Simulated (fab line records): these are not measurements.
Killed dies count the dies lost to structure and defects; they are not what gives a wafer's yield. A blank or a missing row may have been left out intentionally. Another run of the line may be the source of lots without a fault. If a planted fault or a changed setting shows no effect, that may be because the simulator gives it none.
Problem report in the 8D (eight disciplines) form, filled by code / flow sky130 / the parts of the form that need people (team, actions taken, sign-off) are left out

## 1. THE PROBLEM
Wafers without a fault read 42, standard deviation 6.4; killed_at_M0_to_M3 at SKY_PAD_OPEN_PROBE_99 reads a mean of 187 on 4 wafers belonging to 3 lots. Measured from the usual mean, that is +23 standard deviations.
Earliest sighting: wafer L684.1 on prober-02 at day 50 15:37. At this step, 45 wafers from 15 lots have a number in the record. Rule for "out", or "out of limits": more than 4 standard deviations from the usual mean. All remaining wafers that have a number are taken as sound.

## 2. WHAT IT IS; WHAT IT IS NOT
question=which readings at this step | is=killed_at_M0_to_M3, defect-limited-yield, killed-dies, killed-on-rim, sort_bin_5_function, sort-n-pass, sort-yield-pct | is not=killed_at_M4_up, killed-at-front-end, killed-at-other, killed-short
question=which lots | is=L684, L685, L686 | is not=L664, L665, L666, L667, L668, L669, L670, L671, L672, L673, L674, L675
question=which wafers of those lots | is=L684.1, L684.5, L685.4, L686.1 | is not=L684.2, L685.1, L685.2, L686.3, L686.4
question=read on which tools | is=prober-01, prober-02 | is not=-
question=when | is=from day 50 15:37 | is not=up to then (36 sound wafers); but 5 sound wafers of L684, L685, L686 came after

## 3. SUSPECTS, AND WHAT RULES EACH OUT
Counting: if a tool at a process step up to the reading ran every lot that is out, it stays a suspect. Sound lots after the first of them don't rule it out here, since some wafers of a struck lot are sound.
- cmp-01 at SKY_VIA3_CMP_24 (polishes, stops on SiO2, t overpolish 20 s, target thk 0 nm): kept. Ran every lot that is out, first one L684 (day 45 14:28); last sound lot up to then L675 (day 43 01:40).
- In cmp-01 at SKY_VIA3_CMP_24, the wafers that are out were processed in chamber 0 and their sound lot-mates in chambers 1, 2, 3.
The count leaves cmp-01 at SKY_VIA3_CMP_24.

## 4. THE CAUSE (what the simulator had put in)
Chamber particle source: cmp-01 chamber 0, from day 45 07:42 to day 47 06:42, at SKY_VIA3_CMP_24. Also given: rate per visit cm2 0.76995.
Only this tool survived the counting.

## 5. SEQUENCE OF EFFECTS, ordered by route
Rows list readings where the struck wafers' mean (over those with a number) sits beyond 3 standard deviations from the usual. Readings are gone through only where the record gives a usual standard deviation; hours: the median, over the lots, of the time from a lot's start at the first step in this table giving one to that lot's start at this step; sigmas: the change measured in usual standard deviations.
hours=0; step=SKY_PAD_OPEN_PROBE_99; reading=defect-limited-yield; usual=82.8 %; on struck wafers=55.8; change=-27.0; sigmas=-15
hours=0; step=SKY_PAD_OPEN_PROBE_99; reading=killed_at_M0_to_M3; usual=42; on struck wafers=187; change=+145; sigmas=+23
hours=0; step=SKY_PAD_OPEN_PROBE_99; reading=killed-dies; usual=84; on struck wafers=218; change=+134; sigmas=+15
hours=0; step=SKY_PAD_OPEN_PROBE_99; reading=killed-on-rim; usual=16; on struck wafers=42; change=+26; sigmas=+7.1
hours=0; step=SKY_PAD_OPEN_PROBE_99; reading=sort_bin_3_pad_short; usual=0.9 %; on struck wafers=3.1; change=+2.2; sigmas=+5.4
hours=0; step=SKY_PAD_OPEN_PROBE_99; reading=sort_bin_5_function; usual=10.1 %; on struck wafers=28.6; change=+18.5; sigmas=+13
hours=0; step=SKY_PAD_OPEN_PROBE_99; reading=sort_bin_6_memory; usual=6.2 %; on struck wafers=12.7; change=+6.5; sigmas=+5.9
hours=0; step=SKY_PAD_OPEN_PROBE_99; reading=sort-n-pass; usual=408; on struck wafers=274; change=-134; sigmas=-15
hours=0; step=SKY_PAD_OPEN_PROBE_99; reading=sort-yield-pct; usual=82.8 %; on struck wafers=55.8; change=-27.0; sigmas=-15
The process steps in it:
- SKY_PAD_OPEN_PROBE_99

## 6. HOW IT WOULD HAVE BEEN CAUGHT EARLIER
First out-of-limits reading in this record: day 50 15:37, which is 128 hours after fault onset at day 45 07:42.
Tool readings at SKY_VIA3_CMP_24 with a usual standard deviation given in the record: none out on any struck wafer, hence no alarm at a limit of 4 standard deviations on them.
Lots out: 3; all had begun SKY_VIA3_CMP_24 on cmp-01 by day 50 15:37. Holding the tool at that point would not have protected any of them.
